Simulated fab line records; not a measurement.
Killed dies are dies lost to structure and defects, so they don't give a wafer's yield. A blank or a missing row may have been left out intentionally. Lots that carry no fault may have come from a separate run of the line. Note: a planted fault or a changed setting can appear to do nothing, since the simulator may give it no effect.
Struck lot and sound lot, side by side | flow sky130 | 17 out of 708 route steps
Sound: the wafers L730.2, L730.3, L730.4. Struck: wafer L737.3. (L737.2, L737.6 of the same lot were not struck and are left out.) The cause comes at the end.
Per side, at each step with rows, come the tool, then ch with its chambers, and then its first start. Under that, the readings that differ: sound wafers | struck wafers | difference of the means | sigmas: that difference in standard deviations of wafers without a fault.
alike: readings with means less than 2 such deviations apart, plus words and numbers identical on both sides. not compared: withheld readings, readings lacking a value on some wafer, bounds such as >300 that could conceal the same value, and numbers that have no deviation in the record and whose values overlap.
Wherever a step has rows on one side only, a row that says differs or no value, or a row with sigmas, the two part there. Numbers that have no deviation but don't overlap get no sigmas and don't part them. Lack of a reading on every wafer of one side parts them only where that side has two or more wafers.

first, 2 steps without rows for these wafers: SKY_LOCAL_INTERCONNECT_PEB_09; SKY_LOCAL_INTERCONNECT_DEVELOP_10 (develop time 60 s).
SKY_LOCAL_INTERCONNECT_CD_MEAS_11: target cd 170 nm.
  sound on cd-sem-01 at day 32 04:53; struck on cd-sem-01 at day 34 10:16
  alike: cd-nm
SKY_LOCAL_INTERCONNECT_OVL_MEAS_12:
  sound on overlay-02 at day 32 04:59; struck on overlay-01 at day 34 10:22
  alike: LOCAL_INTERCONNECT_OVL
SKY_LOCAL_INTERCONNECT_ETCH_13: etches BARC in N2/H2, stops on SiO2, time 45.9 s, target depth 60 nm.
  sound on rie-metal-04 ch 1, day 32 05:02; struck on rie-metal-02 ch 0, day 34 10:24
  alike: drypump-motor-current-A, he-backside-leak-sccm, oes-product-au, throttle-valve-pct
  not compared: rf-hours-counter-h
SKY_LOCAL_INTERCONNECT_METAL_ETCH_14: etches TiN in Cl2/BCl3, stops on PSG, target depth 110 nm, time 31.4 s.
  sound on rie-metal-04 ch 1, day 32 05:10; struck on rie-metal-02 ch 0, day 34 10:28
  alike: drypump-motor-current-A, he-backside-leak-sccm, oes-product-au, throttle-valve-pct
  not compared: rf-hours-counter-h
SKY_LOCAL_INTERCONNECT_STRIP_15: strips in O2/N2.
  sound on plasma-asher-03 ch 0,1, day 32 05:15; struck on plasma-asher-03 ch 1, day 34 10:31
  reading                      | sound             | struck | difference | sigmas
  strip-time-to-endpoint-s (s) | 4.756 4.759 4.744 | 4.704  | -0.049     | -2
  alike: drypump-motor-current-A, o2-flow-sccm, oes-product-au
  not compared: rf-hours-counter-h
then, 3 steps without rows for these wafers: SKY_LOCAL_INTERCONNECT_STRIP_16 (strips in post etch residue remover, time 1200 s); SKY_LOCAL_INTERCONNECT_CLEAN_17 (cleans in IPA, time 180 s); SKY_LOCAL_INTERCONNECT_CLEAN_18 (cleans in O3/DIW).
SKY_CONTACT_CVD_00: deposits Si3N4, target thk 75 nm.
  sound on pecvd-02 ch 0,1, day 32 05:50; struck on pecvd-02 ch 2, day 34 11:08
  alike: heater-power-w
SKY_CONTACT_THK_MEAS_01:
  sound on film-metro-01 at day 32 05:53; struck on film-metro-01 at day 34 11:11
  alike: CONTACT_CVD_00_THK
SKY_CONTACT_HDPCVD_02: deposits SiO2, target thk 565 nm, time 94.2 s.
  sound on hdpcvd-01 ch 0,2, day 32 05:56; struck on hdpcvd-01 ch 1, day 34 11:14
  reading                                     | sound             | struck | difference | sigmas
  sih4-flow-sccm (sccm)                       | 59.97 59.75 59.69 | 72.04  | +12.24     | +64
  model.SiO2_of_CONTACT_HDPCVD_02.thk-nm (nm) | 576.8 569 568.7   | 689.9  | +118.4     |
SKY_CONTACT_THK_MEAS_03:
  sound on film-metro-02 at day 32 06:01; struck on film-metro-02 at day 34 11:19
  reading                 | sound       | struck | difference | sigmas
  CONTACT_HDPCVD_THK (nm) | 576 570 569 | 690    | +118       | +20
SKY_CONTACT_CMP_04: polishes SiO2.
  sound on cmp-01 ch 0,1,3, day 32 06:04; struck on cmp-01 ch 1, day 34 11:25
  reading                | sound    | struck | difference | sigmas
  time-to-endpoint-s (s) | 83 82 84 | 124    | +41        | +12
  alike: edge-zone-pressure-frac, motor-current-A, retaining-ring-pressure-frac
SKY_CONTACT_BOW_MEAS_05:
  sound on film-metro-01 at day 32 06:23; struck on film-metro-03 at day 34 11:41
  alike: CONTACT_BOW
-- the record jumps here: 14 days lie between the struck wafers' starts before and after (it left off in module CONTACT and takes up again in module PAD_OPEN, whose first step shown is number 708 of the route) --
SKY_PAD_OPEN_PROBE_99:
  sound on prober-01 at day 47 04:58; struck on prober-02 at day 48 20:55
  alike: killed_at_M0_to_M3, killed_at_M4_up, killed-at-contacts, killed-at-front-end, killed-at-other, killed-dies, killed-open, killed-short

## WHERE THEY PART
First at SKY_LOCAL_INTERCONNECT_STRIP_15; last, within this record, at SKY_CONTACT_CMP_04. Later steps at which nothing parts them and some readings are alike: SKY_CONTACT_BOW_MEAS_05, SKY_PAD_OPEN_PROBE_99.

WHY: whatever the simulator had introduced
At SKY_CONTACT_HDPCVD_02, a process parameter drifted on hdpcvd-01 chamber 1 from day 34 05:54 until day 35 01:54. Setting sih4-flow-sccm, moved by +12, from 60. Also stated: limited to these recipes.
